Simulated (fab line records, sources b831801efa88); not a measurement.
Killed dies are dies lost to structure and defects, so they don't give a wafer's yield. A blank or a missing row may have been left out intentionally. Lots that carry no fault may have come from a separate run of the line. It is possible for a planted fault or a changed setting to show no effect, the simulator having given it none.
Comparing a struck lot with a sound one + flow sky130 + 30 steps out of a route of 708
Sound: wafers L824.1, L824.2, L824.3. Struck: wafers L835.1, L835.5, L835.6. Last of all comes the cause.
Per side, at each step with rows, come the tool, then ch with its chambers, and then its first start. Under that, the readings that differ: sound wafers + struck wafers + difference of the means + sigmas: that difference in standard deviations of wafers without a fault.
alike: words and numbers the same on both sides, and readings whose means are apart by under 2 such deviations; not compared: readings that were withheld, readings missing a value for some wafer, numbers with overlapping values and no deviation given by the record, and bounds like >300 which may hide the same value.
The two part at a step that has a row with sigmas, a row that says differs or no value, or rows on one side only. When numbers do not overlap yet have no deviation, they are printed without sigmas and do not part them. A reading missing from all wafers of one side parts the sides only when that side holds two or more wafers.

SKY_PWDE_STRIP_09: strips in O2/N2.
  sound on plasma-asher-04 ch 0,1, day 4 22:10; struck on plasma-asher-04 ch 0,1, day 7 12:18
  alike: drypump-motor-current-A, oes-product-au, strip-time-to-endpoint-s
  not compared: rf-hours-counter-h
SKY_PWDE_TW_MEAS_10:
  struck on film-metro-03, day 7 12:24; sound on film-metro-03, day 4 22:16
  alike: PWDE_TW
then, 7 steps without rows for these wafers: SKY_NWELL_DEHYDRATE_03 (time 60 s); SKY_NWELL_HMDS_04 (prime time 60 s); SKY_NWELL_COAT_05 (resist thk 3000 nm); SKY_NWELL_SOFTBAKE_06; SKY_NWELL_EXPOSE_07 (exposes mask NWM, target cd 840 nm); SKY_NWELL_PEB_08; SKY_NWELL_DEVELOP_09 (develop time 60 s).
SKY_NWELL_OVL_MEAS_10:
  struck on overlay-01, day 8 08:17; sound on overlay-02, day 5 14:41
| reading           | sound          | struck      | difference | sigmas |
|-------------------|----------------|-------------|------------|--------|
| NWELL_00_OVL (nm) | -2.5 -0.9 -1.8 | 1.3 2.0 3.2 | +3.9       | +3     |
then, 2 steps without rows for these wafers: SKY_NWELL_IMPLANT_11; SKY_NWELL_IMPLANT_12.
SKY_NWELL_IMPLANT_13:
  sound on implanter-02 ch 0, day 5 15:01; struck on implanter-02 ch 0, day 8 08:37
| reading            | sound                         | struck                        | difference | sigmas      |
|--------------------|-------------------------------|-------------------------------|------------|-------------|
| dose-ions-cm2      | 7.007e+11 6.989e+11 7.003e+11 | 3.156e+11 3.162e+11 3.151e+11 | -3.843e+11 | -99 or more |
| faraday-current-uA | 3.96 4.10 3.88                | 1.79 1.76 1.77                | -2.21      | -30         |
SKY_NWELL_STRIP_14: strips in O2/N2.
  sound on plasma-asher-03 ch 0,1, day 5 15:10; struck on plasma-asher-04 ch 0,1, day 8 08:46
  alike: drypump-motor-current-A, oes-product-au, strip-time-to-endpoint-s
  not compared: rf-hours-counter-h
SKY_NWELL_TW_MEAS_15:
  struck on film-metro-01, day 8 08:52; sound on film-metro-04, day 5 15:16
| reading  | sound          | struck         | difference | sigmas |
|----------|----------------|----------------|------------|--------|
| NWELL_TW | 1806 1810 1807 | 1784 1784 1786 | -23        | -2     |
then, 7 steps without rows for these wafers: SKY_NWELL_DEHYDRATE_16 (time 60 s); SKY_NWELL_HMDS_17 (prime time 60 s); SKY_NWELL_COAT_18 (resist thk 3000 nm); SKY_NWELL_SOFTBAKE_19; SKY_NWELL_EXPOSE_20 (exposes mask NWM COMPLEMENT, target cd 840 nm); SKY_NWELL_PEB_21; SKY_NWELL_DEVELOP_22 (develop time 60 s).
SKY_NWELL_OVL_MEAS_23:
  struck on overlay-01, day 9 05:47; sound on overlay-02, day 6 08:53
  alike: NWELL_01_OVL
following that, these wafers have no rows for 1 step: SKY_NWELL_IMPLANT_24.
SKY_NWELL_STRIP_25: strips in O2/N2.
  sound on plasma-asher-01 ch 0,1, day 6 09:04; struck on plasma-asher-01 ch 0,1, day 9 05:58
  alike: drypump-motor-current-A, oes-product-au, strip-time-to-endpoint-s
  not compared: rf-hours-counter-h
SKY_NWELL_TW_MEAS_26:
  struck on film-metro-03, day 9 06:04; sound on film-metro-03, day 6 09:10
  alike: NWELL_2_TW
then, 1 step without rows for these wafers: SKY_NWELL_CLEAN_27 (cleans in SC1/SC2, time 150 s).
SKY_NWELL_RTA_28: time 30 s.
  sound on rtp-anneal-01 ch 0, day 6 09:17; struck on rtp-anneal-01 ch 0, day 9 06:11
  alike: lamp-power-pct, wafer_temp_C_max
SKY_NWELL_RS_MEAS_29: uses a four-point probe to measure.
  struck on film-metro-01, day 9 06:38; sound on film-metro-04, day 6 09:23
| reading           | sound             | struck            | difference | sigmas |
|-------------------|-------------------|-------------------|------------|--------|
| NWELL_RS (ohm/sq) | 625.4 628.2 625.5 | 638.6 637.6 637.4 | +11.5      | +9     |
  not compared: hold
-- the record jumps here: 40 days lie between the struck wafers' starts before and after (it left off in module NWELL and takes up again in module PAD_OPEN, whose first step shown is number 708 of the route) --
SKY_PAD_OPEN_PROBE_99:
  struck on prober-02, day 49 15:02; sound on prober-01, day 47 00:08
| reading                                | sound                         | struck                        | difference | sigmas |
|----------------------------------------|-------------------------------|-------------------------------|------------|--------|
| model.etest.nfet_16v.r-on-ohm-um       | 1.412e+04 1.409e+04 1.403e+04 | 1.441e+04 1.436e+04 1.456e+04 | +3.633e+02 |        |
| model.etest.pfet-g5v0d10v5.r-on-ohm-um | 4794 4855 4842                | 4543 4505 4542                | -300       |        |
| model.etest.tip-p.rs-ohm-sq            | 6863 6905 6842                | 6628 6706 6627                | -216       |        |
| model.etest.tip_p_5v.rs-ohm-sq         | 2861 2857 2814                | 2787 2787 2802                | -52        |        |
| model.etest.pfet-g5v0d10v5.drive-ua-um | 338.7 331.4 336               | 364.3 359.8 359.8             | +25.9      |        |
| model.etest.pfet_01v8_lvt.drive-ua-um  | 174.8 173.8 172.4             | 195.3 190.3 188.9             | +17.8      |        |
| model.etest.pfet_01v8_mvt.drive-ua-um  | 149.6 150 148.2               | 170.9 166.8 166.9             | +18.9      |        |
  alike: killed_at_M0_to_M3, killed_at_M4_up, killed-at-contacts, killed-at-front-end, killed-at-other, killed-dies, killed-open, killed-short
  not compared: model.etest.pfet_16v.drive-ua-um

## WHERE THEY PART
Earliest at SKY_NWELL_OVL_MEAS_10; latest, in this record, at SKY_NWELL_RS_MEAS_29. Later steps at which nothing parts them and some readings are alike: SKY_PAD_OPEN_PROBE_99.

WHY: whatever the simulator had introduced
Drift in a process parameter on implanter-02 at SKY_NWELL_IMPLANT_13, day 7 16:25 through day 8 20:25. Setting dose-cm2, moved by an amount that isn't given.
